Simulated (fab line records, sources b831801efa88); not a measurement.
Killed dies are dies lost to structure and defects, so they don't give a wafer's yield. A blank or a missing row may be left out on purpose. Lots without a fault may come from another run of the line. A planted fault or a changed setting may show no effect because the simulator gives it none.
fab line records | flow gf180mcu
record lots=14 wafers=42 last_day=34
route steps=602 shown SALICIDE@280 CONTACT@290
lots that met no fault: from a run of the same line without faults
start_h: hours from the record's first day to the start of the lot's first wafer shown | wait_h: hours since the lot's step before | " the same as in the row above | L1.1+2: a row that stands for several wafers | - no value, or no start given | * or withheld: withheld | < > ~ a bound
route shown NAME@n: a module of which the file shows steps, and the number in the route of the first | usual: mean/standard deviation of fault-free wafers | same: alike in all rows | chamber/n: place in a boat | sites: the reading at each site | _std_site: their standard deviation | _edge_site: outer sites' mean less inner sites' | radius_mm: how far each site lies from the wafer's centre | mask NAME#n: copy n | behind: the tool/chamber that last shaped the wafer | hold: why the lot was held/for how many hours/how that ended | device: the transistor (n, p or np) that didn't switch | end of line: the same wafers' tests at the end of the route | a step without rows: its recipe alone | killed: dies lost to structure and defects at the first sort, not the wafer's yield | map: a wafer's dies, x killed, . not, _ none there
set.NAME: the setting as run; set.NAME@STEP: as run at that earlier step | model.NAME: the simulator's own value behind a step, which no gauge read
steps of the route over a sample of lots; a table a step, a row a wafer
services: from which hour (start_h, from the record's first day; less than 0 if before it) a tool's chamber was out of use, for how many hours, and why
## steps
# step GF_SALICIDE_SPUTTER_02
# recipe material=Co target_thk_nm=10 power_w=1000 time_s=20 chamber_pressure_pa=0.4
# usual throttle_valve_pct=30.3/1
# columns lot.wafer tool chamber start_h wait_h throttle_valve_pct
L119.4 pvd_sputter-02 - 342.02 0.0 30.4
L119.5 " - " " 30.6
L119.6 " - " " 30.3
L121.1 pvd_sputter-02 - 366.17 0.0 30.3
L121.4 " - " " 30.8
L121.6 " - " " 29.2
L122.2 pvd_sputter-03 - 371.54 0.0 30.6
L122.5 " - " " 30.4
L122.6 " - " " 31.8
L123.2 pvd_sputter-03 - 380.50 0.0 31.0
L123.3 " - " " 31.8
L123.5 " - " " 31.8
L124.2 pvd_sputter-03 - 389.52 0.0 30.1
L124.4 " - " " 30.3
L124.5 " - " " 31.7
L125.3 pvd_sputter-03 - 400.35 0.0 30.4
L125.4 " - " " 30.3
L125.5 " - " " 31.1
L128.2 pvd_sputter-02 - 438.99 0.0 30.6
L128.5 " - " " 30.8
L128.6 " - " " 29.3
L130.2 pvd_sputter-01 - 445.96 0.0 31.4
L130.3 " - " " 28.3
L130.4 " - " " 31.5
L131.1 pvd_sputter-02 - 452.81 0.0 30.2
L131.2 " - " " 29.2
L131.6 " - " " 30.4
L133.2 pvd_sputter-03 - 481.79 0.0 31.2
L133.3 " - " " 30.3
L133.6 " - " " 30.5
L137.1 pvd_sputter-01 - 507.64 0.0 31.1
L137.3 " - " " 28.5
L137.5 " - " " 31.1
L138.1 pvd_sputter-01 - 511.21 0.0 31.3
L138.2 " - " " 28.3
L138.3 " - " " 28.5
L140.2 pvd_sputter-01 - 529.54 0.0 31.0
L140.4 " - " " 28.5
L140.5 " - " " 31.3
L141.1 pvd_sputter-02 - 533.34 0.0 29.1
L141.4 " - " " 30.8
L141.5 " - " " 30.8
# step GF_SALICIDE_RS_MEAS_04
# recipe thk_meas_gauge=four-point-probe reads=TiN_of_SALICIDE_SPUTTER_03+Co_of_SALICIDE_SPUTTER_02
# usual SALICIDE_TIN_RS=16.2/0.31
# columns lot.wafer tool chamber start_h wait_h SALICIDE_TIN_RS[ohm/sq]
L119.4 film_metro-02 - 342.13 0.1 16.7
L119.5 " - " " 16.1
L119.6 " - " " 16.8
L121.1 film_metro-03 - 366.22 0.0 15.9
L121.4 " - " " 15.9
L121.6 " - " " 16.0
L122.2 film_metro-02 - 371.62 0.0 16.0
L122.5 " - " " 16.0
L122.6 " - " " 16.1
L123.2 film_metro-03 - 380.59 0.1 16.1
L123.3 " - " " 16.4
L123.5 " - " " 16.5
L124.2 film_metro-03 - 389.59 0.0 15.9
L124.4 " - " " 15.7
L124.5 " - " " 15.8
L125.3 film_metro-02 - 400.44 0.1 16.2
L125.4 " - " " 16.2
L125.5 " - " " 16.2
L128.2 film_metro-03 - 439.06 0.0 15.0
L128.5 " - " " 14.8
L128.6 " - " " 15.1
L130.2 film_metro-03 - 446.04 0.0 16.0
L130.3 " - " " 16.5
L130.4 " - " " 16.0
L131.1 film_metro-03 - 452.87 0.0 15.5
L131.2 " - " " 15.3
L131.6 " - " " 15.4
L133.2 film_metro-02 - 481.86 0.0 16.9
L133.3 " - " " 16.8
L133.6 " - " " 16.8
L137.1 film_metro-03 - 507.69 0.0 16.0
L137.3 " - " " 16.0
L137.5 " - " " 15.8
L138.1 film_metro-01 - 511.27 0.0 16.1
L138.2 " - " " 16.1
L138.3 " - " " 16.0
L140.2 film_metro-03 - 529.62 0.0 16.0
L140.4 " - " " 16.3
L140.5 " - " " 15.9
L141.1 film_metro-01 - 533.40 0.0 16.6
L141.4 " - " " 16.0
L141.5 " - " " 16.2
# step GF_SALICIDE_THK_MEAS_05
# recipe thk_meas_gauge=xrf reads=TiN_of_SALICIDE_SPUTTER_03
# usual SALICIDE_TIN_THK=20.48/0.27
# columns lot.wafer tool chamber start_h wait_h SALICIDE_TIN_THK[nm]
L119.4 film_metro-02 - 342.22 0.1 20.05
L119.5 " - " " 20.18
L119.6 " - " " 20.16
L121.1 film_metro-03 - 366.34 0.1 20.44
L121.4 " - " " 20.64
L121.6 " - " " 20.23
L122.2 film_metro-02 - 371.73 0.1 20.42
L122.5 " - " " 20.02
L122.6 " - " " 20.32
L123.2 film_metro-03 - 380.70 0.1 20.35
L123.3 " - " " 20.46
L123.5 " - " " 20.47
L124.2 film_metro-03 - 389.70 0.1 20.72
L124.4 " - " " 20.81
L124.5 " - " " 21.07
L125.3 film_metro-02 - 400.54 0.1 20.58
L125.4 " - " " 20.48
L125.5 " - " " 20.49
L128.2 film_metro-03 - 439.17 0.1 20.46
L128.5 " - " " 20.84
L128.6 " - " " 20.51
L130.2 film_metro-03 - 446.15 0.1 20.29
L130.3 " - " " 20.56
L130.4 " - " " 21.00
L131.1 film_metro-03 - 452.99 0.1 20.11
L131.2 " - " " 20.41
L131.6 " - " " 20.42
L133.2 film_metro-02 - 481.97 0.1 20.49
L133.3 " - " " 20.07
L133.6 " - " " 20.07
L137.1 film_metro-03 - 507.81 0.1 20.82
L137.3 " - " " 20.73
L137.5 " - " " 20.66
L138.1 film_metro-01 - 511.39 0.1 20.61
L138.2 " - " " 20.71
L138.3 " - " " 20.55
L140.2 film_metro-03 - 529.73 0.1 20.42
L140.4 " - " " 20.18
L140.5 " - " " 20.30
L141.1 film_metro-01 - 533.52 0.1 20.05
L141.4 " - " " 20.45
L141.5 " - " " 20.45
# step GF_CONTACT_THK_MEAS_03
# recipe reads=SiO2_of_CONTACT_CVD_02
# usual CONTACT_CVD_02_THK=857/12
# columns lot.wafer tool chamber start_h wait_h CONTACT_CVD_02_THK[nm]
L119.4 film_metro-02 - 342.77 0.0 882
L119.5 " - " " 891
L119.6 " - " " 864
L121.1 film_metro-03 - 366.87 0.0 868
L121.4 " - " " 869
L121.6 " - " " 876
L122.2 film_metro-04 - 372.26 0.0 866
L122.5 " - " " 869
L122.6 " - " " 874
L123.2 film_metro-03 - 381.22 0.0 855
L123.3 " - " " 860
L123.5 " - " " 870
L124.2 film_metro-03 - 390.23 0.0 853
L124.4 " - " " 869
L124.5 " - " " 868
L125.3 film_metro-03 - 401.07 0.1 854
L125.4 " - " " 880
L125.5 " - " " 868
L128.2 film_metro-04 - 439.71 0.0 840
L128.5 " - " " 856
L128.6 " - " " 850
L130.2 film_metro-02 - 446.67 0.0 842
L130.3 " - " " 867
L130.4 " - " " 857
L131.1 film_metro-04 - 453.51 0.0 840
L131.2 " - " " 869
L131.6 " - " " 871
L133.2 film_metro-04 - 482.50 0.0 845
L133.3 " - " " 840
L133.6 " - " " 862
L137.1 film_metro-02 - 508.34 0.0 857
L137.3 " - " " 838
L137.5 " - " " 854
L138.1 film_metro-03 - 511.91 0.0 853
L138.2 " - " " 842
L138.3 " - " " 833
L140.2 film_metro-03 - 530.29 0.1 843
L140.4 " - " " 864
L140.5 " - " " 874
L141.1 film_metro-02 - 534.04 0.0 849
L141.4 " - " " 866
L141.5 " - " " 842
# step GF_CONTACT_CMP_04
# recipe material=SiO2 down_force_psi=4 platen_rpm=60 pad_velocity_m_s=0.94248
# usual motor_current_A=12.8/1.5 time_to_endpoint_s=111/6.8
# columns lot.wafer tool chamber start_h wait_h motor_current_A time_to_endpoint_s
L119.4 cmp-01 1 342.80 0.0 10.8 117
L119.6 " 1 " " 11.0 110
L119.5 " 2 " " 14.0 129
L121.4 cmp-02 3 366.98 0.1 12.3 118
L121.1 " 1 " " 12.0 114
L121.6 " 3 " " 12.3 126
L122.2 cmp-01 3 372.36 0.1 15.4 113
L122.5 " 2 " " 15.1 118
L122.6 " 3 " " 15.1 118
L123.3 cmp-02 1 381.37 0.1 11.6 106
L123.2 " 2 " " 12.0 105
L123.5 " 3 " " 12.6 118
L124.4 cmp-01 2 390.28 0.0 14.7 121
L124.2 " 3 " " 14.8 109
L124.5 " 3 " " 14.8 122
L125.3 cmp-01 0 401.16 0.1 11.2 110
L125.4 " 2 " " 14.6 123
L125.5 " 3 " " 15.4 114
L128.2 cmp-01 3 439.76 0.0 15.9 111
L128.5 " 3 " " 15.0 111
L128.6 " 0 " " 11.4 113
L130.3 cmp-02 3 446.72 0.0 12.1 111
L130.2 " 0 " " 13.1 101
L130.4 " 1 " " 11.4 108
L131.2 cmp-01 1 453.62 0.1 11.5 109
L131.1 " 2 " " 14.7 111
L131.6 " 1 " " 11.1 114
L133.2 cmp-01 2 482.55 0.0 14.3 106
L133.3 " 1 " " 11.4 99
L133.6 " 2 " " 15.0 116
L137.3 cmp-02 1 508.50 0.1 11.9 97
L137.1 " 2 " " 12.6 105
L137.5 " 0 " " 13.4 108
L138.1 cmp-02 2 511.97 0.1 11.8 101
L138.2 " 0 " " 13.4 99
L138.3 " 1 " " 11.8 98
L140.2 cmp-01 1 530.44 0.1 11.0 104
L140.4 " 2 " " 14.4 119
L140.5 " 0 " " 11.4 121
L141.4 cmp-01 0 534.15 0.1 10.9 120
L141.1 " 2 " " 13.1 117
L141.5 " 3 " " 15.5 110
## services
# columns tool chamber start_h hours kind
cmp-02 - 330.65 1.3 repair
pvd_sputter-02 - 335.65 5.9 repair
pvd_sputter-03 - 348.70 4.4 repair
pvd_sputter-02 1 350.80 - consumable_replace:kit
pvd_sputter-02 1 350.80 18.0 scheduled_down
pvd_sputter-02 1 350.80 18.0 vent_cycle
cmp-01 - 355.85 1.1 repair
cmp-02 - 356.73 0.7 repair
pvd_sputter-02 - 366.32 24.3 repair
pvd_sputter-03 2 384.53 - consumable_replace:kit
pvd_sputter-03 2 384.53 18.0 scheduled_down
cmp-01 - 384.89 2.1 repair
pvd_sputter-01 - 392.50 3.0 repair
pvd_sputter-01 - 397.37 7.8 repair
cmp-02 - 404.23 4.0 pm
cmp-01 - 404.89 0.2 repair
cmp-01 - 411.07 6.3 repair
pvd_sputter-01 - 442.05 3.8 repair
pvd_sputter-03 - 472.35 2.2 repair
pvd_sputter-02 - 481.43 16.1 repair
cmp-02 - 482.50 3.8 repair
cmp-02 - 486.27 5.1 pm
cmp-01 - 488.17 4.2 repair
cmp-02 - 499.24 4.8 pm
## key
first_sign step=GF_SALICIDE_RS_MEAS_04 reading=SALICIDE_TIN_RS direction=down sigmas=3.3 usual=16.2 struck=15.2
effect none on later readings
met_at GF_SALICIDE_SPUTTER_02
struck_lots L128,L131
tester_left_out L128,L131
not_acting_at GF_SALICIDE_THK_MEAS_05,GF_CONTACT_THK_MEAS_03,GF_CONTACT_CMP_04
onset_between 366.17 438.99
fault kind=process_parameter_drift tool=pvd_sputter-02 chamber=- onset_h=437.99 steps=GF_SALICIDE_SPUTTER_02 channel=target_thk_nm offset=0.78003 shape=step end_h=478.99 acts_in=these_recipes_only stated=10
# tester_left_out: of these lots the tester's yield and bins aren't shown, on N5 and GAA mostly nor the transistor test; their killed dies are dies lost to structure and defects alone, not to doping, threshold or leakage, so they don't give the yield
